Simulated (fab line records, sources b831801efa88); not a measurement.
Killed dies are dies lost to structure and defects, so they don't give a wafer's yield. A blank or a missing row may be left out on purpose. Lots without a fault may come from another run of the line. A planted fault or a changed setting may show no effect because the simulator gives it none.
Chamber matching | flow sfq_line | SFQ_TRILAYER_I6_CMP_CMP_166 on cmp-02: 4 sister chambers
The step polishes SiO2. 4 wafers are shown with their chamber, then 7 later ones without.

WAFERS WITH THEIR CHAMBER
wafer  | chamber | motor_current_A (A)
L101.5 | 1       | 10.2
L103.5 | 3       | 10.3
L105.2 | 2       | 11.7
L105.1 | 0       | 10.7

WAFERS WITHOUT THEIR CHAMBER
wafer  | motor_current_A (A)
L105.6 | 11.1
L113.2 | 10.7
L113.4 | 10.3
L113.5 | 10.3
L115.1 | 10.7
L115.4 | 10.4
L115.5 | 11.5

WHICH CHAMBER EACH WENT THROUGH
wafer  | from the rows above          | in truth
L105.6 | can't be placed: 0 or 2      | 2
L113.2 | 0                            | 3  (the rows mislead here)
L113.4 | can't be placed: 3 or 1      | 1
L113.5 | can't be placed: 3 or 1      | 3
L115.1 | 0                            | 0
L115.4 | can't be placed: 3 or 1 or 0 | 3
L115.5 | 2                            | 2
Placed correctly: 2 of 7. Can't be placed from these rows: 4 (the true chamber is among the candidates in 4). Placed wrongly: 1.
How it was worked out, from the rows above alone: a wafer's distance from a chamber is the root of the sum, over the readings, of the square of ((its reading less the chamber's mean) divided by the reading's scatter). The wafer belongs to the nearest chamber; if the next one is less than 2 further off, it can't be placed. A chamber's mean is the mean of its shown wafers. The scatter: with one shown wafer a chamber, the root of the mean of the squares of how far each hidden wafer lies from its nearest shown one.
